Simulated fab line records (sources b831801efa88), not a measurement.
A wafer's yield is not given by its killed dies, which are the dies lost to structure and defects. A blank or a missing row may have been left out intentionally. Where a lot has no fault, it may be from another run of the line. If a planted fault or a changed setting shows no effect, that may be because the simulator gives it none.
Which tool is to blame?	flow gf180mcu	Sampling: 6 lots, 18 wafers, 2 of 602 route steps

WHAT THE GAUGES READ, wafer by wafer
GF_HV_LDD_TW_MEAS_50.
lot	measured	on	HV_LDD_4_TW
L926	day 13 16:41	filmMetro-04	575.3 573.9 574.3
L934	day 15 17:37	filmMetro-03	572.1 572.7 575.0
L936	day 16 08:07	filmMetro-03	579.3 577.6 581.0
L938	day 17 06:12	filmMetro-01	573.3 573.9 571.2
L943	day 18 19:31	filmMetro-04	573.3 573.1 574.8
L946	day 19 15:49	filmMetro-03	572.8 571.8 570.4

WHICH TOOL RAN EACH LOT (tool, then ch and the chambers of the sampled wafers, then the start)
lot	GF_HV_LDD_IMPLANT_48
L926	implanter-01 ch 0, day 13 16:26
L934	implanter-02 ch 0, day 15 17:22
L936	implanter-02 ch 0, day 16 07:53
L938	implanter-01 ch 0, day 17 05:57
L943	implanter-01 ch 0, day 18 19:17
L946	implanter-03 ch 0, day 19 15:34
- GF_HV_LDD_IMPLANT_48

THE ANSWER, worked out from the rows above alone
Rule: the usual values come from the lots themselves. The widest of any qualifying gaps counts: lots, ordered by their means at a reading, are off when they make up no more than a third of the lots, leave a main group of 4 or more, and stand apart from it by 3 or more times the standard deviation of that group's means. Not used: any main group whose means are identical at the precision the tables above print for the reading. Also off: a lot with no number at a reading for which 4 or more lots have one. The other lots that the step has rows for count as sound.
Off: L936, at GF_HV_LDD_TW_MEAS_50 (HV_LDD_4_TW). Mean 573.2 and standard deviation 0.95 in the main group.
If a tool, at a process step before that reading, ran all the lots that are off and no sound lot after the first of them, it fits. Those tools and the gauges at GF_HV_LDD_TW_MEAS_50 are tried in the same way. One candidate fits, namely implanter-02 at GF_HV_LDD_IMPLANT_48. A fault onset in the window from L934 (day 15 17:22, its last sound lot) to L936 (day 16 07:53, its first lot off) fits.

WHAT THE SIMULATOR HAD INSERTED
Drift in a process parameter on implanter-02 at GF_HV_LDD_IMPLANT_48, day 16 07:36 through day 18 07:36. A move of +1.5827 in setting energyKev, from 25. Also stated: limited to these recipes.
Struck lots among those shown: L936. The same result came from the rule above.
